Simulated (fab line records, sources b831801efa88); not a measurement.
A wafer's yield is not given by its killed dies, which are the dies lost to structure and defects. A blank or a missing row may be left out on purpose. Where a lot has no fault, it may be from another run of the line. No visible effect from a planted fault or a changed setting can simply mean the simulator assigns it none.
Chamber matching | flow sky130 | cmp-02 running SKY_VIA2_CMP_02: 4 sister chambers
The step polishes SiO2. 8 wafers are shown with their chamber, then 12 later ones without.

EACH WAFER AND ITS CHAMBER
wafer  | chamber | motor-current-A (A)
L084.3 | 2       | 15.2
L086.3 | 3       | 13.4
L086.5 | 3       | 14.0
L089.5 | 1       | 10.0
L089.6 | 0       | 11.8
L090.1 | 2       | 14.9
L090.4 | 0       | 12.1
L090.5 | 1       | 10.6

WAFERS WHOSE CHAMBER IS MISSING
wafer  | motor-current-A (A)
L091.2 | 10.9
L091.4 | 11.7
L091.6 | 15.3
L094.2 | 11.8
L094.3 | 10.6
L094.5 | 12.0
L093.1 | 10.5
L093.2 | 15.6
L093.6 | 10.3
L097.2 | 13.9
L097.3 | 15.6
L097.4 | 10.2

CHAMBER TAKEN BY EACH
wafer  | from the rows above     | in truth
L091.2 | can't be placed: 1 or 0 | 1
L091.4 | 0                       | 0
L091.6 | 2                       | 2
L094.2 | 0                       | 0
L094.3 | 1                       | 1
L094.5 | 0                       | 0
L093.1 | 1                       | 1
L093.2 | 2                       | 2
L093.6 | 1                       | 1
L097.2 | 3                       | 3
L097.3 | 2                       | 2
L097.4 | 1                       | 1
Placed correctly: 11 of 12. Unplaceable from these rows: 1, with the true chamber sitting among the candidates in 1. 0 placed wrongly.
How it was worked out, from the rows above alone: a wafer's distance from a chamber is the root of the sum, over the readings, of the square of ((its reading less the chamber's mean) divided by the reading's scatter). If the next closest chamber is less than 2 further off than the closest, the wafer can't be placed; otherwise it belongs to the closest. The mean given for a chamber averages the wafers shown for that chamber. The scatter: the root of (the sum of the squares of (reading less its chamber's mean) over the shown wafers, divided by (wafers less chambers)).
